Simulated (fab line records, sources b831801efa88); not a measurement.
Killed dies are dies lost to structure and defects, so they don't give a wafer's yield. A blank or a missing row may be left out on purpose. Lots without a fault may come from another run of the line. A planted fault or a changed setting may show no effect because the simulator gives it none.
A sampling plan put to the test | flow sky130 | one fab line, 47 faults that these records tell of, each judged on the records of the lots that it struck
The plan is the line's own looks: the steps of the route at which a gauge or an inspection reads the wafer and doesn't change it. A look can be judged if struck wafers have a number there and the file gives its usual mean and standard deviation on fault-free wafers. Caught: at a look after the fault's first step, the mean of the struck wafers lies 4 or more of those standard deviations (sigma) from the usual mean. On the tool: the same test on the tool's own readings at the fault's steps. Another recipe on the struck wafers, or a record that is blank for them alone, also counts as caught.

THE FAULTS, as the simulator had put them in
1. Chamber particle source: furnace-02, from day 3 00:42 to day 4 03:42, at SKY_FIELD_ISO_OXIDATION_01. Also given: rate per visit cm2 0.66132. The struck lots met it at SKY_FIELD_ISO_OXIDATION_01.
2. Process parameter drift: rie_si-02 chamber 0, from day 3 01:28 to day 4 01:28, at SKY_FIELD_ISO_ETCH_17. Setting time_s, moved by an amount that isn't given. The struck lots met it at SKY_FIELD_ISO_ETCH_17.
3. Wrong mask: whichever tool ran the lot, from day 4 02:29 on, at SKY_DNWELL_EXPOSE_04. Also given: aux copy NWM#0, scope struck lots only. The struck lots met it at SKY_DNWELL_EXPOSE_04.
4. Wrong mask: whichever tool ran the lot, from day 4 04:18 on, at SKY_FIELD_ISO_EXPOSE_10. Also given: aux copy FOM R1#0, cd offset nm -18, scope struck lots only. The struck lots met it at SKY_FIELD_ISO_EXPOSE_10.
5. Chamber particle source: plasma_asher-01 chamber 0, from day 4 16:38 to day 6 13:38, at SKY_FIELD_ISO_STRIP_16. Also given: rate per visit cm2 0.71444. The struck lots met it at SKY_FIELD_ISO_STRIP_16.
6. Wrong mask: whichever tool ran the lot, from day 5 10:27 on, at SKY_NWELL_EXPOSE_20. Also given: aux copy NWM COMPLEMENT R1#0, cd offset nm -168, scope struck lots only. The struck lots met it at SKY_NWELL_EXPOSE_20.
7. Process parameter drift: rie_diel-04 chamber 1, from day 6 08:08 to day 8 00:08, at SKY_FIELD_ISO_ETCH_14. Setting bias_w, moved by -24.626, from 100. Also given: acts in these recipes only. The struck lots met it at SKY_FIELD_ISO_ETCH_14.
8. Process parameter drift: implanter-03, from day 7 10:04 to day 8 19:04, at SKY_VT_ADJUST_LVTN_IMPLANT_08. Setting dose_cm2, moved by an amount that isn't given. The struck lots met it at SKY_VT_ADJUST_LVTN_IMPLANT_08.
9. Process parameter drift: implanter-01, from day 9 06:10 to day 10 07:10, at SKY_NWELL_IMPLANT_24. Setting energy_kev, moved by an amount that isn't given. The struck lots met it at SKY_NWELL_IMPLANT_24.
10. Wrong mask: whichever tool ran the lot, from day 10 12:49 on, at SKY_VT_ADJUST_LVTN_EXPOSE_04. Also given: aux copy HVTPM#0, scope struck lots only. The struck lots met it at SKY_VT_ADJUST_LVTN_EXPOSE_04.
11. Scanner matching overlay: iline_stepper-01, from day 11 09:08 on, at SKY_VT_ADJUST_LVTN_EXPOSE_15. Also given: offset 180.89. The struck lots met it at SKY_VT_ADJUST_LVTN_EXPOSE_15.
12. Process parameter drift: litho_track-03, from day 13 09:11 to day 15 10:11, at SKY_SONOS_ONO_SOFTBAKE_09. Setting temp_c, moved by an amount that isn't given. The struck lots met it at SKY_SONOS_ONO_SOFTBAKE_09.
13. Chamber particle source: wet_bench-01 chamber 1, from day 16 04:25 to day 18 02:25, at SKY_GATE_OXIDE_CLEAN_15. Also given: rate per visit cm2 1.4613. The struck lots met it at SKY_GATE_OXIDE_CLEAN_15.
14. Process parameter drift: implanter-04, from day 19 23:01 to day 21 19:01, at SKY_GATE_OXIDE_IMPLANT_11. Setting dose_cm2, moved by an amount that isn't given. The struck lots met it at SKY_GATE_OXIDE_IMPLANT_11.
15. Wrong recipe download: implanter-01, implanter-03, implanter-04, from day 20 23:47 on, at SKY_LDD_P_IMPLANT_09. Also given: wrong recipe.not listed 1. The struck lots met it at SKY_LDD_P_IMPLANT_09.
16. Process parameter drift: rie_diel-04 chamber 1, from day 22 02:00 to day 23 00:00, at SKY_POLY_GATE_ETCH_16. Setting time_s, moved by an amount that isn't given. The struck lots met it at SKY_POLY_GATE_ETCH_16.
17. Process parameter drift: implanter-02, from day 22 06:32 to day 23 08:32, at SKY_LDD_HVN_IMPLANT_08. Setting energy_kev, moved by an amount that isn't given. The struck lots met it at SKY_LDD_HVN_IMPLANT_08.
18. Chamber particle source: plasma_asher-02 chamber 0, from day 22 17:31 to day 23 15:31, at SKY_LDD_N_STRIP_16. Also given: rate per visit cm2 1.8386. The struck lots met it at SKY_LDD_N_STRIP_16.
19. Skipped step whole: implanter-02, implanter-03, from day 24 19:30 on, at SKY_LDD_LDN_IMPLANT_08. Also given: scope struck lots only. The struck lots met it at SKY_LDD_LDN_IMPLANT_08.
20. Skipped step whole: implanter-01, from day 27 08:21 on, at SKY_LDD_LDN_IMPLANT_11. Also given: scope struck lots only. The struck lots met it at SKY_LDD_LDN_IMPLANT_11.
21. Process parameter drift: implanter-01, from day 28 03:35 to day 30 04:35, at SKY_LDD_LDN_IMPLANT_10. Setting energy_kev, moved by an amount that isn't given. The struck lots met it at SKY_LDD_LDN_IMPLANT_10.
22. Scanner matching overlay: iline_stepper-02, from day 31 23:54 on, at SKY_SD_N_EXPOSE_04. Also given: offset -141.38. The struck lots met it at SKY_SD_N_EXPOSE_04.
23. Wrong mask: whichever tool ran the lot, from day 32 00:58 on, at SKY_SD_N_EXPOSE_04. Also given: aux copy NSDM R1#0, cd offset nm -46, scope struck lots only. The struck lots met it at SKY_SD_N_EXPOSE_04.
24. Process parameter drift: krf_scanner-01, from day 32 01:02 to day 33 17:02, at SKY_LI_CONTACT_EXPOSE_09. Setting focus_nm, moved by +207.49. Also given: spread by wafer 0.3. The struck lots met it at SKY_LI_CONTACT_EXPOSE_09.
25. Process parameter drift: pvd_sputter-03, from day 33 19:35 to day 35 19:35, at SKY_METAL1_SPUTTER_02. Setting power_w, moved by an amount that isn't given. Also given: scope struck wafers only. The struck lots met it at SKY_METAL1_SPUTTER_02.
26. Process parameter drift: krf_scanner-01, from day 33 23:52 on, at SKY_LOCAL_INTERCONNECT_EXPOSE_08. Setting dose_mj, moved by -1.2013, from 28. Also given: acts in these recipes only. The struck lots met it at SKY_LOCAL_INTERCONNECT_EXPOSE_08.
27. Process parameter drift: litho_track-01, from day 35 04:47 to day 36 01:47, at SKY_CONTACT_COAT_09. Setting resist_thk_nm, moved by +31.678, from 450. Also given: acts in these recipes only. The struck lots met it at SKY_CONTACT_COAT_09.
28. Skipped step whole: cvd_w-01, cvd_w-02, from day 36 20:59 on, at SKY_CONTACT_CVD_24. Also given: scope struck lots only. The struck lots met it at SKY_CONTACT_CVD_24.
29. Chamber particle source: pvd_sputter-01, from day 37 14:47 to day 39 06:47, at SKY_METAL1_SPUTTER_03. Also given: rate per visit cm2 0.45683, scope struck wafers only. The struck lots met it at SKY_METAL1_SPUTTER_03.
30. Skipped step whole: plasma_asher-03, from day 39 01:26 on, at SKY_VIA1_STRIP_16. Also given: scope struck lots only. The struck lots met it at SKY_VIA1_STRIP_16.
31. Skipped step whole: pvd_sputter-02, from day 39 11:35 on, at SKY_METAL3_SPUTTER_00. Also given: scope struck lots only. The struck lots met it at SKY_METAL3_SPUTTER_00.
32. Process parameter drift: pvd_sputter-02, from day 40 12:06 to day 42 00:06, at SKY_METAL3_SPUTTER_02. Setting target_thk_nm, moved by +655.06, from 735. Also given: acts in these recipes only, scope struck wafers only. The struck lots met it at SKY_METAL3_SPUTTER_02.
33. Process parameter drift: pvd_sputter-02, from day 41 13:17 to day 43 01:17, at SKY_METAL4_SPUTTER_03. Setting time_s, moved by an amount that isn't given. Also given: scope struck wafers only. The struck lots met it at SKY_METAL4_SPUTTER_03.
34. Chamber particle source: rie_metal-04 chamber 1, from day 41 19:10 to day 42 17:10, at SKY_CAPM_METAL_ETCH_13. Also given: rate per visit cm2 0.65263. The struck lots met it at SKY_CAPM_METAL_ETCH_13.
35. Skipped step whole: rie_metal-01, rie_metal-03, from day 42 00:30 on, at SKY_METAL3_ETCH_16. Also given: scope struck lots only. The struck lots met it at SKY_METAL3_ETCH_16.
36. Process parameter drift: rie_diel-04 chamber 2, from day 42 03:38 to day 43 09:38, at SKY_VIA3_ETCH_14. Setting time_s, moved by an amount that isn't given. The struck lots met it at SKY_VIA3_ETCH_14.
37. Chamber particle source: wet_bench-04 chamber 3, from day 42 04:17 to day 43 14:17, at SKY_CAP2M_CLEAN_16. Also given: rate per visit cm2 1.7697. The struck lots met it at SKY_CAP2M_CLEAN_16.
38. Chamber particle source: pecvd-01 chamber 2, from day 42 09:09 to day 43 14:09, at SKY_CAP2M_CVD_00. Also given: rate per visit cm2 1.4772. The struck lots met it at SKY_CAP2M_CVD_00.
39. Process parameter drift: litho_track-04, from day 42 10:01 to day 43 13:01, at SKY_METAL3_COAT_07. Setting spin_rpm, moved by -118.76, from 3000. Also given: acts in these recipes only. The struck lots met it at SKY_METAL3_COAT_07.
40. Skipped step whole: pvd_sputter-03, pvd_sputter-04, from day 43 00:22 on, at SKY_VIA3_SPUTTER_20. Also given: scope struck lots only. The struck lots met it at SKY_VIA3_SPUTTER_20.
41. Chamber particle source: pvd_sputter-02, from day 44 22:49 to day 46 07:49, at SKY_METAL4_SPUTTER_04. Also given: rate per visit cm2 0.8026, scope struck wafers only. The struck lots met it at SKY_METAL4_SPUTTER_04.
42. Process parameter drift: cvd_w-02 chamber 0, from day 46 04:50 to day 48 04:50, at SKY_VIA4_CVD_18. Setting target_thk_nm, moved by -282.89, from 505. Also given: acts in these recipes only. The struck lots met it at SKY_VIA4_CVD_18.
43. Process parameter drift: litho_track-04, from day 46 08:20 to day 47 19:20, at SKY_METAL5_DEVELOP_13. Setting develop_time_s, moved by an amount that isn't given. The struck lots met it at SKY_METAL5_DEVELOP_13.
44. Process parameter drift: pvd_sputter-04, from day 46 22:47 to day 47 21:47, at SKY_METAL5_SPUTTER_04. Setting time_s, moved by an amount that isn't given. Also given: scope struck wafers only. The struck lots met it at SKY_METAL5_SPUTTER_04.
45. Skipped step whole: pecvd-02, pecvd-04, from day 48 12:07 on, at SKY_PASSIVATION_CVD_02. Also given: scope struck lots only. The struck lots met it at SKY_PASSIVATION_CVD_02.
46. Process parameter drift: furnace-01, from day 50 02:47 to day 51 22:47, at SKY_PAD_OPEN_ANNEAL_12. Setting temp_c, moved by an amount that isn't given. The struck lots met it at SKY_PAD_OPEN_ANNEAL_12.
47. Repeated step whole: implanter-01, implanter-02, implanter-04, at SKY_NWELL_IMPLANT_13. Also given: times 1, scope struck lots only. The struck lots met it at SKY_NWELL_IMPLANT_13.

WHAT THE PLAN SAW
fault | on the tool itself                               | first look that catches it                      | reading, sigma                                            | median hours from its first step to that look | hours from the fault's start to the first struck lot there | judged looks passed uncaught
1     | no reading that can be judged                    | not the one look that can be judged after it    | -                                                         | -                                             | -                                                          | 1
2     | run_length_s +5.0 sigma                          | no look after it can be judged                  | -                                                         | -                                             | -                                                          | 0
3     | no reading that can be judged                    | SKY_DNWELL_TW_MEAS_09                           | DNWELL_TW -90                                             | 9.2                                           | 12                                                         | 0
4     | no reading that can be judged                    | SKY_FIELD_ISO_CD_MEAS_13                        | cd_nm -11                                                 | 8.5                                           | 13                                                         | 0
5     | under 2 sigma                                    | not the one look that can be judged after it    | -                                                         | -                                             | -                                                          | 1
6     | no reading that can be judged                    | no look after it can be judged                  | -                                                         | -                                             | -                                                          | 0
7     | bias_w -77 sigma                                 | no look after it can be judged                  | -                                                         | -                                             | -                                                          | 0
8     | dose_ions_cm2 +99 or beyond sigma                | SKY_VT_ADJUST_LVTN_TW_MEAS_10                   | VT_ADJUST_LVTN_TW +24                                     | 0.2                                           | 3                                                          | 0
9     | beam_energy_keV +99 or beyond sigma              | no look after it can be judged                  | -                                                         | -                                             | -                                                          | 0
10    | under 2 sigma                                    | SKY_VT_ADJUST_LVTN_TW_MEAS_10                   | VT_ADJUST_LVTN_TW -99 or beyond                           | 10.7                                          | 11                                                         | 0
11    | no reading that can be judged                    | SKY_VT_ADJUST_LVTN_OVL_MEAS_18                  | VT_ADJUST_LVTN_01_OVL +99 or beyond                       | 11.7                                          | 14                                                         | 0
12    | heater_power_total_W +45 sigma                   | none of the 2 looks that can be judged after it | -                                                         | -                                             | -                                                          | 2
13    | no reading that can be judged                    | none of the 2 looks that can be judged after it | -                                                         | -                                             | -                                                          | 2
14    | dose_ions_cm2 +19 sigma                          | no look after it can be judged                  | -                                                         | -                                             | -                                                          | 0
15    | no reading that can be judged                    | SKY_LDD_P_TW_MEAS_11                            | LDD_P_TW +95                                              | 0.2                                           | 7                                                          | 0
16    | run_length_s -27 sigma                           | no look after it can be judged                  | -                                                         | -                                             | -                                                          | 0
17    | beam_energy_keV +99 or beyond sigma              | SKY_LDD_HVN_TW_MEAS_10                          | LDD_HVN_TW +12                                            | 0.2                                           | 7                                                          | 0
18    | under 2 sigma                                    | not the one look that can be judged after it    | -                                                         | -                                             | -                                                          | 1
19    | the tool's record is blank for the struck wafers | SKY_LDD_LDN_TW_MEAS_13                          | LDD_LDN_TW -17                                            | 0.7                                           | 7                                                          | 0
20    | the tool's record is blank for the struck wafers | SKY_LDD_LDN_TW_MEAS_13                          | LDD_LDN_TW -15                                            | 0.2                                           | 3                                                          | 0
21    | beam_energy_keV -99 or beyond sigma              | no look after it can be judged                  | -                                                         | -                                             | -                                                          | 0
22    | no reading that can be judged                    | SKY_SD_N_OVL_MEAS_08                            | SD_N_OVL -99 or beyond                                    | 13.5                                          | 26                                                         | 0
23    | under 2 sigma                                    | SKY_SD_N_CD_MEAS_07                             | cd_nm -17                                                 | 13.2                                          | 19                                                         | 0
24    | exposure_dose_mJ_cm2 +22 sigma                   | SKY_LI_CONTACT_CD_MEAS_12                       | cd_nm -14                                                 | 13.6                                          | 53                                                         | 0
25    | cathode_dc_power_W -99 or beyond sigma           | SKY_METAL1_RS_MEAS_05                           | METAL1_ALCU_RS +7.8                                       | 0.1                                           | 46                                                         | 0
26    | exposure_dose_mJ_cm2 -39 sigma                   | SKY_LOCAL_INTERCONNECT_CD_MEAS_11               | cd_nm +4.6                                                | 12.9                                          | 18                                                         | 0
27    | no reading that can be judged                    | no look after it can be judged                  | -                                                         | -                                             | -                                                          | 0
28    | the tool's record is blank for the struck wafers | SKY_CONTACT_RS_MEAS_25                          | CONTACT_W_RS +99 or beyond                                | 0.1                                           | 6                                                          | 0
29    | under 2 sigma                                    | no look after it can be judged                  | -                                                         | -                                             | -                                                          | 0
30    | the tool's record is blank for the struck wafers | no look after it can be judged                  | -                                                         | -                                             | -                                                          | 0
31    | the tool's record is blank for the struck wafers | no look after it can be judged                  | -                                                         | -                                             | -                                                          | 0
32    | under 2 sigma                                    | not the one look that can be judged after it    | -                                                         | -                                             | -                                                          | 1
33    | under 2 sigma                                    | no look after it can be judged                  | -                                                         | -                                             | -                                                          | 0
34    | under 2 sigma                                    | no look after it can be judged                  | -                                                         | -                                             | -                                                          | 0
35    | the tool's record is blank for the struck wafers | no look after it can be judged                  | -                                                         | -                                             | -                                                          | 0
36    | run_length_s -29 sigma                           | no look after it can be judged                  | -                                                         | -                                             | -                                                          | 0
37    | no reading that can be judged                    | no look after it can be judged                  | -                                                         | -                                             | -                                                          | 0
38    | under 2 sigma                                    | no look after it can be judged                  | -                                                         | -                                             | -                                                          | 0
39    | spin_speed_rpm -52 sigma                         | none of the 2 looks that can be judged after it | -                                                         | -                                             | -                                                          | 2
40    | the tool's record is blank for the struck wafers | no look after it can be judged                  | -                                                         | -                                             | -                                                          | 0
41    | under 2 sigma                                    | not the one look that can be judged after it    | -                                                         | -                                             | -                                                          | 1
42    | under 2 sigma                                    | SKY_VIA4_RS_MEAS_19                             | VIA4_W_RS +99 or beyond                                   | 0.2                                           | 12                                                         | 0
43    | no reading that can be judged                    | no look after it can be judged                  | -                                                         | -                                             | -                                                          | 0
44    | only faintly: throttle_valve_pct +2.2 sigma      | none of the 2 looks that can be judged after it | -                                                         | -                                             | -                                                          | 2
45    | the tool's record is blank for the struck wafers | not the one look that can be judged after it    | strongest: PAD_OPEN_BOW at SKY_PAD_OPEN_BOW_MEAS_13, -3.1 | -                                             | -                                                          | 1
46    | spike_tc_centre_C -39 sigma                      | not the one look that can be judged after it    | -                                                         | -                                             | -                                                          | 1
47    | under 2 sigma                                    | SKY_NWELL_RS_MEAS_29                            | NWELL_RS -11                                              | 21.5                                          | -                                                          | 0
A dash: the fault isn't caught, or these records don't give the number.

Caught at a look: 17 of 47. Caught on the tool: 23 of 47. By one or the other: 32 of 47.
Caught on the tool alone: faults 2, 7, 9, 12, 14, 16, 21, 30, 31, 35, 36, 39, 40, 45, 46.
Caught at a look alone: faults 3, 4, 10, 11, 15, 22, 23, 42, 47.
Caught by neither: faults 1, 5, 6, 13, 18, 27, 29, 32, 33, 34, 37, 38, 41, 43, 44.

THINNER SAMPLING
If the look that catches a fault measured only every second or every third lot, by lot number, the first struck lot would be measured this late in the worst case:
fault | struck lots at that look, in order of time | every lot | every second lot | every third lot
3     | L631                                       | 12 h      | may miss it      | may miss it
4     | L550                                       | 13 h      | may miss it      | may miss it
8     | L775, L778                                 | 3 h       | 28 h             | may miss all 2
10    | L120                                       | 11 h      | may miss it      | may miss it
11    | L452, L456                                 | 14 h      | may miss all 2   | may miss all 2
15    | L382, L383, L384, L385                     | 7 h       | 23 h             | 35 h
17    | L788, L789                                 | 7 h       | 21 h             | may miss all 2
19    | L835, L836                                 | 7 h       | 21 h             | may miss all 2
20    | L992, L993                                 | 3 h       | 16 h             | may miss all 2
22    | L659, L661                                 | 26 h      | may miss all 2   | may miss all 2
23    | L943                                       | 19 h      | may miss it      | may miss it
24    | L592                                       | 53 h      | may miss it      | may miss it
25    | L330                                       | 46 h      | may miss it      | may miss it
26    | L879, L880, L881                           | 18 h      | 29 h             | 34 h
28    | L356, L357, L358                           | 6 h       | 10 h             | 15 h
42    | L260, L262                                 | 12 h      | may miss all 2   | may miss all 2
Hours are from the fault's start to the first struck lot that is measured. The limit of 4 sigma was tested on all struck wafers together, so one lot alone may lie under it. Other struck lots may not be in these records.

THE LONGEST TIMED WAY FROM STEP TO LOOK
Fault 47: a median of 21.5 hours passes between SKY_NWELL_IMPLANT_13 and SKY_NWELL_RS_MEAS_29. No look between them can be judged.
